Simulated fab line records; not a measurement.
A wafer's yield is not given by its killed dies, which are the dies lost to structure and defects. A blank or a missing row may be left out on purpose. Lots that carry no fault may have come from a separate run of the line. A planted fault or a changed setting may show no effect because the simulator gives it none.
fab line records :: flow sky130
record
  lots=6
  wafers=18
  last-day=50
route steps=708 shown LDD_HVP@288 LDD_LDN@289 PAD_OPEN@708
lots that met no fault: taken from a fault-free run of the same line
start-h: hours from the record's first day to the start of the lot's first wafer shown :: wait-h: time in hours since the lot's previous step :: " as in the row above :: L1.1+2: a single row standing in for several wafers :: - value missing, or start not given :: * or withheld: withheld :: < > ~ a bound
route shown NAME@n: NAME is a module with steps in the file, n the number in the route of the first one :: usual: mean/standard deviation taken from wafers without a fault :: same: alike in all rows :: chamber/n: place in a boat :: sites: readings site by site :: _std_site: standard deviation across them :: _edge_site: inner sites' mean taken away from outer sites' mean :: radius-mm: for every site, how far away it sits from the centre of the wafer :: mask NAME#n: copy n :: behind: tool/chamber where the wafer was last shaped :: hold: reason for holding the lot/hours on hold/outcome of the hold :: device: transistor that didn't switch, given as n, p or np :: end of line: at the end of the route, the tests of the same wafers :: a step without rows: its recipe alone :: killed: not the wafer's yield, but the dies lost to structure and defects at the first sort :: map: shows each die of a wafer: x if killed, . if not, _ if none is there
set.NAME: the setting as run; set.NAME@STEP: as run at that earlier step :: model.NAME: the simulator's own value behind a step, which no gauge read
certain route steps with their lots: each step a table, each wafer a row
services: a tool's chamber out of use, with start hour (start-h, from the record's first day; less than 0 if before it), hours out, and reason
## steps
# step SKY_LDD_HVP_TW_MEAS_10
# usual
  LDD_HVP_TW=459/3.5
lot.wafer: L868.1
tool: film-metro-02
chamber: -
start-h: 486.38
wait-h: 0.1
LDD_HVP_TW: 460

lot.wafer: L868.4
tool: film-metro-02
chamber: -
start-h: 486.38
wait-h: 0.1
LDD_HVP_TW: 460

lot.wafer: L868.5
tool: film-metro-02
chamber: -
start-h: 486.38
wait-h: 0.1
LDD_HVP_TW: 458

lot.wafer: L870.1
tool: film-metro-02
chamber: -
start-h: 525.31
wait-h: 0.1
LDD_HVP_TW: 463

lot.wafer: L870.2
tool: film-metro-02
chamber: -
start-h: 525.31
wait-h: 0.1
LDD_HVP_TW: 460

lot.wafer: L870.3
tool: film-metro-02
chamber: -
start-h: 525.31
wait-h: 0.1
LDD_HVP_TW: 460

lot.wafer: L878.1
tool: film-metro-03
chamber: -
start-h: 594.61
wait-h: 0.1
LDD_HVP_TW: 452

lot.wafer: L878.5
tool: film-metro-03
chamber: -
start-h: 594.61
wait-h: 0.1
LDD_HVP_TW: 454

lot.wafer: L878.6
tool: film-metro-03
chamber: -
start-h: 594.61
wait-h: 0.1
LDD_HVP_TW: 457

lot.wafer: L879.1
tool: film-metro-01
chamber: -
start-h: 596.11
wait-h: 0.1
LDD_HVP_TW: 460

lot.wafer: L879.2
tool: film-metro-01
chamber: -
start-h: 596.11
wait-h: 0.1
LDD_HVP_TW: 463

lot.wafer: L879.6
tool: film-metro-01
chamber: -
start-h: 596.11
wait-h: 0.1
LDD_HVP_TW: 461

lot.wafer: L886.1
tool: film-metro-03
chamber: -
start-h: 665.06
wait-h: 0.1
LDD_HVP_TW: 456

lot.wafer: L886.4
tool: film-metro-03
chamber: -
start-h: 665.06
wait-h: 0.1
LDD_HVP_TW: 454

lot.wafer: L886.6
tool: film-metro-03
chamber: -
start-h: 665.06
wait-h: 0.1
LDD_HVP_TW: 450

lot.wafer: L891.1
tool: film-metro-03
chamber: -
start-h: 688.73
wait-h: 0.1
LDD_HVP_TW: 454

lot.wafer: L891.5
tool: film-metro-03
chamber: -
start-h: 688.73
wait-h: 0.1
LDD_HVP_TW: 453

lot.wafer: L891.6
tool: film-metro-03
chamber: -
start-h: 688.73
wait-h: 0.1
LDD_HVP_TW: 454
# step SKY_LDD_LDN_DEHYDRATE_00
# recipe
  temp-c=200
  time-s=60
# step SKY_LDD_LDN_HMDS_01
# recipe
  prime-time-s=60
  prime-temp-c=120
# step SKY_LDD_LDN_COAT_02
# recipe
  resist=NOVOLAK
  spin-rpm=3000
  resist-thk-nm=1140
# step SKY_LDD_LDN_SOFTBAKE_03
# recipe
  temp-c=90
  time-s=60
  resist=NOVOLAK
# step SKY_LDD_LDN_EXPOSE_04
# recipe
  mask-id=LDNTM
  na=0.6
  source-shape=conventional
  sigma-outer=0.6
  polarization=unpolarized
  target-cd-nm=700
  dose-mj=140
# step SKY_LDD_LDN_PEB_05
# recipe
  temp-c=withheld
  time-s=*
  resist=NOVOLAK
# step SKY_LDD_LDN_DEVELOP_06
# recipe
  resist=NOVOLAK
  developer=TMAH
  develop-time-s=60
  dev-temp-c=23
# step SKY_LDD_LDN_OVL_MEAS_07
# usual
  LDD_LDN_OVL=0.0/1.4
lot.wafer: L868.1
tool: overlay-01
chamber: -
start-h: 516.73
wait-h: 0.1
LDD_LDN_OVL[nm]: 1.2

lot.wafer: L868.4
tool: overlay-01
chamber: -
start-h: 516.73
wait-h: 0.1
LDD_LDN_OVL[nm]: 1.2

lot.wafer: L868.5
tool: overlay-01
chamber: -
start-h: 516.73
wait-h: 0.1
LDD_LDN_OVL[nm]: 1.9

lot.wafer: L870.1
tool: overlay-01
chamber: -
start-h: 554.76
wait-h: 0.1
LDD_LDN_OVL[nm]: -1.9

lot.wafer: L870.2
tool: overlay-01
chamber: -
start-h: 554.76
wait-h: 0.1
LDD_LDN_OVL[nm]: 0.1

lot.wafer: L870.3
tool: overlay-01
chamber: -
start-h: 554.76
wait-h: 0.1
LDD_LDN_OVL[nm]: 0.1

lot.wafer: L878.1
tool: overlay-02
chamber: -
start-h: 623.32
wait-h: 0.1
LDD_LDN_OVL[nm]: 2.5

lot.wafer: L878.5
tool: overlay-02
chamber: -
start-h: 623.32
wait-h: 0.1
LDD_LDN_OVL[nm]: 0.4

lot.wafer: L878.6
tool: overlay-02
chamber: -
start-h: 623.32
wait-h: 0.1
LDD_LDN_OVL[nm]: -0.4

lot.wafer: L879.1
tool: overlay-01
chamber: -
start-h: 625.43
wait-h: 0.1
LDD_LDN_OVL[nm]: 0.2

lot.wafer: L879.2
tool: overlay-01
chamber: -
start-h: 625.43
wait-h: 0.1
LDD_LDN_OVL[nm]: -0.7

lot.wafer: L879.6
tool: overlay-01
chamber: -
start-h: 625.43
wait-h: 0.1
LDD_LDN_OVL[nm]: 0.1

lot.wafer: L886.1
tool: overlay-01
chamber: -
start-h: 693.07
wait-h: 0.1
LDD_LDN_OVL[nm]: -0.1

lot.wafer: L886.4
tool: overlay-01
chamber: -
start-h: 693.07
wait-h: 0.1
LDD_LDN_OVL[nm]: -3.6

lot.wafer: L886.6
tool: overlay-01
chamber: -
start-h: 693.07
wait-h: 0.1
LDD_LDN_OVL[nm]: -2.7

lot.wafer: L891.1
tool: overlay-01
chamber: -
start-h: 716.05
wait-h: 0.1
LDD_LDN_OVL[nm]: -0.7

lot.wafer: L891.5
tool: overlay-01
chamber: -
start-h: 716.05
wait-h: 0.1
LDD_LDN_OVL[nm]: 0.9

lot.wafer: L891.6
tool: overlay-01
chamber: -
start-h: 716.05
wait-h: 0.1
LDD_LDN_OVL[nm]: 1.0
# step SKY_LDD_LDN_IMPLANT_08
# recipe
  species=As
  energy-kev=15
  dose-cm2=1.25e+13
  tilt-deg=withheld
  rotation-deg=23
# step SKY_LDD_LDN_IMPLANT_09
# recipe
  species=As
  energy-kev=15
  dose-cm2=1.25e+13
  tilt-deg=withheld
  rotation-deg=113
# step SKY_LDD_LDN_IMPLANT_10
# recipe
  species=As
  energy-kev=15
  dose-cm2=1.25e+13
  tilt-deg=withheld
  rotation-deg=203
# step SKY_LDD_LDN_IMPLANT_11
# recipe
  species=As
  energy-kev=15
  dose-cm2=1.25e+13
  tilt-deg=withheld
  rotation-deg=293
# usual
  beam-on-s=9.98/0.19
  dose-ions-cm2=1.2502e+13/1.5e+10
lot.wafer: L868.1
tool: implanter-03
chamber: 0
start-h: 517.22
wait-h: 0.1
beam-on-s: 10.22
dose-ions-cm2: 1.2516e+13

lot.wafer: L868.4
tool: implanter-03
chamber: 0
start-h: 517.22
wait-h: 0.1
beam-on-s: 9.89
dose-ions-cm2: 1.2501e+13

lot.wafer: L868.5
tool: implanter-03
chamber: 0
start-h: 517.22
wait-h: 0.1
beam-on-s: 10.06
dose-ions-cm2: 1.2513e+13

lot.wafer: L870.1
tool: implanter-01
chamber: 0
start-h: 555.25
wait-h: 0.1
beam-on-s: 9.65
dose-ions-cm2: 1.2509e+13

lot.wafer: L870.2
tool: implanter-01
chamber: 0
start-h: 555.25
wait-h: 0.1
beam-on-s: 10.13
dose-ions-cm2: 1.2516e+13

lot.wafer: L870.3
tool: implanter-01
chamber: 0
start-h: 555.25
wait-h: 0.1
beam-on-s: 10.10
dose-ions-cm2: 1.2526e+13

lot.wafer: L878.1
tool: implanter-03
chamber: 0
start-h: 623.81
wait-h: 0.1
beam-on-s: 10.13
dose-ions-cm2: 1.2095e+13

lot.wafer: L878.5
tool: implanter-03
chamber: 0
start-h: 623.81
wait-h: 0.1
beam-on-s: 9.61
dose-ions-cm2: 1.209e+13

lot.wafer: L878.6
tool: implanter-03
chamber: 0
start-h: 623.81
wait-h: 0.1
beam-on-s: 9.95
dose-ions-cm2: 1.2087e+13

lot.wafer: L879.1
tool: implanter-03
chamber: 0
start-h: 625.92
wait-h: 0.1
beam-on-s: 9.98
dose-ions-cm2: 1.2085e+13

lot.wafer: L879.2
tool: implanter-03
chamber: 0
start-h: 625.92
wait-h: 0.1
beam-on-s: 10.21
dose-ions-cm2: 1.2092e+13

lot.wafer: L879.6
tool: implanter-03
chamber: 0
start-h: 625.92
wait-h: 0.1
beam-on-s: 10.09
dose-ions-cm2: 1.2085e+13

lot.wafer: L886.1
tool: implanter-02
chamber: 0
start-h: 693.55
wait-h: 0.1
beam-on-s: 9.92
dose-ions-cm2: 1.2478e+13

lot.wafer: L886.4
tool: implanter-02
chamber: 0
start-h: 693.55
wait-h: 0.1
beam-on-s: 9.86
dose-ions-cm2: 1.2504e+13

lot.wafer: L886.6
tool: implanter-02
chamber: 0
start-h: 693.55
wait-h: 0.1
beam-on-s: 10.17
dose-ions-cm2: 1.2515e+13

lot.wafer: L891.1
tool: implanter-02
chamber: 0
start-h: 716.54
wait-h: 0.1
beam-on-s: 10.24
dose-ions-cm2: 1.2473e+13

lot.wafer: L891.5
tool: implanter-02
chamber: 0
start-h: 716.54
wait-h: 0.1
beam-on-s: 9.78
dose-ions-cm2: 1.2477e+13

lot.wafer: L891.6
tool: implanter-02
chamber: 0
start-h: 716.54
wait-h: 0.1
beam-on-s: 10.00
dose-ions-cm2: 1.2483e+13
# step SKY_LDD_LDN_STRIP_12
# recipe
  chemistry=O2/N2
  power-w=1400
  pressure-mtorr=1500
  platen-temp-c=withheld
  o2-flow-sccm=3000
  n2-flow-sccm=300
  overash-fraction=0.5
# usual
  drypump-motor-current-A=5.8/0.56
  oes-product-au=0.715/0.0048
  strip-time-to-endpoint-s=14.21/0.041
lot.wafer: L868.1
tool: plasma-asher-04
chamber: 1
start-h: 517.37
wait-h: 0.1
drypump-motor-current-A: 5.1
oes-product-au: 0.706
rf-hours-counter-h: 38
strip-time-to-endpoint-s: 14.20

lot.wafer: L868.4
tool: plasma-asher-04
chamber: 0
start-h: 517.37
wait-h: 0.1
drypump-motor-current-A: 5.1
oes-product-au: 0.720
rf-hours-counter-h: -
strip-time-to-endpoint-s: 14.19

lot.wafer: L868.5
tool: plasma-asher-04
chamber: 0
start-h: 517.37
wait-h: 0.1
drypump-motor-current-A: 5.1
oes-product-au: 0.722
rf-hours-counter-h: -
strip-time-to-endpoint-s: 14.25

lot.wafer: L870.1
tool: plasma-asher-01
chamber: 0
start-h: 555.40
wait-h: 0.1
drypump-motor-current-A: 6.1
oes-product-au: 0.721
rf-hours-counter-h: 83
strip-time-to-endpoint-s: 14.23

lot.wafer: L870.2
tool: plasma-asher-01
chamber: 1
start-h: 555.40
wait-h: 0.1
drypump-motor-current-A: 5.4
oes-product-au: 0.715
rf-hours-counter-h: 83
strip-time-to-endpoint-s: 14.25

lot.wafer: L870.3
tool: plasma-asher-01
chamber: 0
start-h: 555.40
wait-h: 0.1
drypump-motor-current-A: 6.1
oes-product-au: 0.727
rf-hours-counter-h: -
strip-time-to-endpoint-s: 14.20

lot.wafer: L878.1
tool: plasma-asher-02
chamber: 1
start-h: 623.96
wait-h: 0.1
drypump-motor-current-A: 6.3
oes-product-au: 0.707
rf-hours-counter-h: 21
strip-time-to-endpoint-s: 14.21

lot.wafer: L878.5
tool: plasma-asher-02
chamber: 1
start-h: 623.96
wait-h: 0.1
drypump-motor-current-A: 6.3
oes-product-au: 0.711
rf-hours-counter-h: -
strip-time-to-endpoint-s: 14.25

lot.wafer: L878.6
tool: plasma-asher-02
chamber: 0
start-h: 623.96
wait-h: 0.1
drypump-motor-current-A: 6.4
oes-product-au: 0.716
rf-hours-counter-h: -
strip-time-to-endpoint-s: 14.26

lot.wafer: L879.1
tool: plasma-asher-04
chamber: 0
start-h: 626.07
wait-h: 0.1
drypump-motor-current-A: 5.1
oes-product-au: 0.714
rf-hours-counter-h: 46
strip-time-to-endpoint-s: 14.23

lot.wafer: L879.2
tool: plasma-asher-04
chamber: 1
start-h: 626.07
wait-h: 0.1
drypump-motor-current-A: 5.1
oes-product-au: 0.722
rf-hours-counter-h: 46
strip-time-to-endpoint-s: 14.26

lot.wafer: L879.6
tool: plasma-asher-04
chamber: 1
start-h: 626.07
wait-h: 0.1
drypump-motor-current-A: 5.1
oes-product-au: 0.712
rf-hours-counter-h: -
strip-time-to-endpoint-s: 14.20

lot.wafer: L886.1
tool: plasma-asher-01
chamber: 1
start-h: 693.70
wait-h: 0.1
drypump-motor-current-A: 5.4
oes-product-au: 0.711
rf-hours-counter-h: 96
strip-time-to-endpoint-s: 14.24

lot.wafer: L886.4
tool: plasma-asher-01
chamber: 0
start-h: 693.70
wait-h: 0.1
drypump-motor-current-A: 6.1
oes-product-au: 0.723
rf-hours-counter-h: -
strip-time-to-endpoint-s: 14.26

lot.wafer: L886.6
tool: plasma-asher-01
chamber: 1
start-h: 693.70
wait-h: 0.1
drypump-motor-current-A: 5.4
oes-product-au: 0.716
rf-hours-counter-h: -
strip-time-to-endpoint-s: 14.23

lot.wafer: L891.1
tool: plasma-asher-04
chamber: 1
start-h: 716.69
wait-h: 0.1
drypump-motor-current-A: 5.1
oes-product-au: 0.724
rf-hours-counter-h: 55
strip-time-to-endpoint-s: 14.25

lot.wafer: L891.5
tool: plasma-asher-04
chamber: 1
start-h: 716.69
wait-h: 0.1
drypump-motor-current-A: 5.1
oes-product-au: 0.713
rf-hours-counter-h: -
strip-time-to-endpoint-s: 14.21

lot.wafer: L891.6
tool: plasma-asher-04
chamber: 0
start-h: 716.69
wait-h: 0.1
drypump-motor-current-A: 5.2
oes-product-au: 0.707
rf-hours-counter-h: -
strip-time-to-endpoint-s: 14.23
# step SKY_PAD_OPEN_PROBE_99
# usual
  killed_at_M0_to_M3=43/7.4
  killed_at_M4_up=3.1/1.9
  killed-at-contacts=25/5.4
  killed-at-front-end=15/4.3
  killed-at-other=0.3/0.54
  killed-dies=86/10
  killed-open=46/7.4
  killed-short=40/7
# same
  gross-dies=492
  killed-at-back-side=0
lot.wafer: L870.1
tool: prober-01
chamber: -
start-h: 1094.47
wait-h: 0.1
killed_at_M0_to_M3: 47
killed_at_M4_up: 9
killed-at-contacts: 23
killed-at-front-end: 22
killed-at-other: 1
killed-dies: 102
killed-open: 50
killed-short: 52

lot.wafer: L870.2
tool: prober-01
chamber: -
start-h: 1094.52
wait-h: 0.1
killed_at_M0_to_M3: 40
killed_at_M4_up: 3
killed-at-contacts: 37
killed-at-front-end: 10
killed-at-other: 0
killed-dies: 90
killed-open: 51
killed-short: 39

lot.wafer: L870.3
tool: prober-01
chamber: -
start-h: 1094.57
wait-h: 0.2
killed_at_M0_to_M3: 49
killed_at_M4_up: 1
killed-at-contacts: 21
killed-at-front-end: 20
killed-at-other: 0
killed-dies: 91
killed-open: 50
killed-short: 40

lot.wafer: L878.1
tool: prober-01
chamber: -
start-h: 1144.19
wait-h: 0.1
killed_at_M0_to_M3: 58
killed_at_M4_up: 3
killed-at-contacts: 27
killed-at-front-end: 23
killed-at-other: 0
killed-dies: 111
killed-open: 58
killed-short: 52

lot.wafer: L878.5
tool: prober-01
chamber: -
start-h: 1144.39
wait-h: 0.2
killed_at_M0_to_M3: 57
killed_at_M4_up: 2
killed-at-contacts: 24
killed-at-front-end: 15
killed-at-other: 0
killed-dies: 98
killed-open: 46
killed-short: 51

lot.wafer: L878.6
tool: prober-01
chamber: -
start-h: 1144.44
wait-h: 0.2
killed_at_M0_to_M3: 34
killed_at_M4_up: 2
killed-at-contacts: 20
killed-at-front-end: 16
killed-at-other: 0
killed-dies: 72
killed-open: 36
killed-short: 36
# killed by level:class
L870.1 VIA3:geometric-particle:open=11 METAL4:geometric-particle:short=8 POLY_GATE:geometric-particle:open=7 LI_CONTACT:geometric-particle:short=7 LI_CONTACT:geometric-particle:open=7 VIA1:geometric-particle:short=6 VIA3:geometric-particle:short=6 VIA1:geometric-particle:open=6
L870.2 LI_CONTACT:geometric-particle:open=12 METAL2:geometric-particle:short=8 CONTACT:geometric-particle:open=8 VIA1:geometric-particle:open=8 CONTACT:geometric-particle:short=7 VIA3:geometric-particle:open=7 LOCAL_INTERCONNECT:geometric-particle:short=5 VIA2:geometric-particle:open=5
L870.3 LI_CONTACT:geometric-particle:open=11 METAL2:geometric-particle:short=9 VIA1:geometric-particle:open=8 CONTACT:geometric-particle:open=7 VIA2:geometric-particle:open=7 VIA3:geometric-particle:short=6 POLY_GATE:geometric-particle:open=5 METAL1:geometric-particle:short=5
L878.1 VIA1:geometric-particle:open=14 CONTACT:geometric-particle:open=13 VIA1:geometric-particle:short=9 VIA2:geometric-particle:open=9 FIELD_ISO:geometric-particle:short=8 METAL2:geometric-particle:short=7 CONTACT:geometric-particle:short=6 LI_CONTACT:geometric-particle:open=5
L878.5 VIA1:geometric-particle:open=13 CONTACT:geometric-particle:short=10 CONTACT:geometric-particle:open=8 VIA1:geometric-particle:short=8 VIA2:geometric-particle:open=8 METAL3:geometric-particle:short=7 FIELD_ISO:geometric-particle:open=6 VIA2:geometric-particle:short=5
L878.6 CONTACT:geometric-particle:open=8 VIA3:geometric-particle:open=7 CONTACT:geometric-particle:short=6 FIELD_ISO:geometric-particle:short=5 VIA1:geometric-particle:short=5 VIA1:geometric-particle:open=5 METAL1:geometric-particle:short=4 METAL2:geometric-particle:short=4
## services
tool: implanter-02
chamber: -
start-h: 497.63
hours: 116.3
kind: pm

tool: implanter-01
chamber: -
start-h: 527.62
hours: 1.9
kind: repair

tool: plasma-asher-04
chamber: -
start-h: 530.05
hours: 0.4
kind: repair

tool: implanter-01
chamber: -
start-h: 535.82
hours: 6.0
kind: pm

tool: plasma-asher-02
chamber: -
start-h: 536.14
hours: 2.8
kind: pm

tool: implanter-03
chamber: -
start-h: 541.86
hours: 3.9
kind: pm

tool: implanter-03
chamber: -
start-h: 546.32
hours: 1.6
kind: repair

tool: implanter-03
chamber: -
start-h: 559.10
hours: 6.6
kind: repair

tool: implanter-01
chamber: -
start-h: 564.17
hours: 3.5
kind: repair

tool: plasma-asher-04
chamber: -
start-h: 572.29
hours: 35.1
kind: repair

tool: plasma-asher-04
chamber: -
start-h: 579.90
hours: 4.8
kind: repair

tool: implanter-01
chamber: -
start-h: 598.78
hours: 2.0
kind: repair

tool: plasma-asher-01
chamber: -
start-h: 607.63
hours: 14.6
kind: pm

tool: implanter-01
chamber: -
start-h: 621.93
hours: 4.3
kind: repair

tool: implanter-02
chamber: -
start-h: 622.85
hours: 2.9
kind: pm

tool: implanter-03
chamber: -
start-h: 648.55
hours: 8.1
kind: repair

tool: implanter-01
chamber: -
start-h: 654.08
hours: 5.5
kind: repair

tool: plasma-asher-02
chamber: -
start-h: 657.32
hours: 3.9
kind: repair
## key
first-sign
  step=SKY_LDD_LDN_IMPLANT_11
  reading=dose-ions-cm2
  direction=down
  sigmas=27
  usual=*
  struck=*
effect none on later readings
met-at SKY_LDD_LDN_IMPLANT_11
struck-wafers L878.1,L878.5,L878.6,L879.1,L879.2,L879.6
tester-left-out L878,L879
onset-between 517.22 623.81
fault
  kind=process-parameter-drift
  tool=implanter-03
  chamber=-
  onset-h=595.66
  steps=SKY_LDD_LDN_IMPLANT_11
  channel=dose-cm2
  offset=*
  shape=step
  end-h=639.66
  acts-in=*
  stated=*
# tester-left-out: of these lots the tester's yield and bins aren't shown, on N5 and GAA mostly nor the transistor test; their killed dies are dies lost to structure and defects alone, not to doping, threshold or leakage, so they don't give the yield
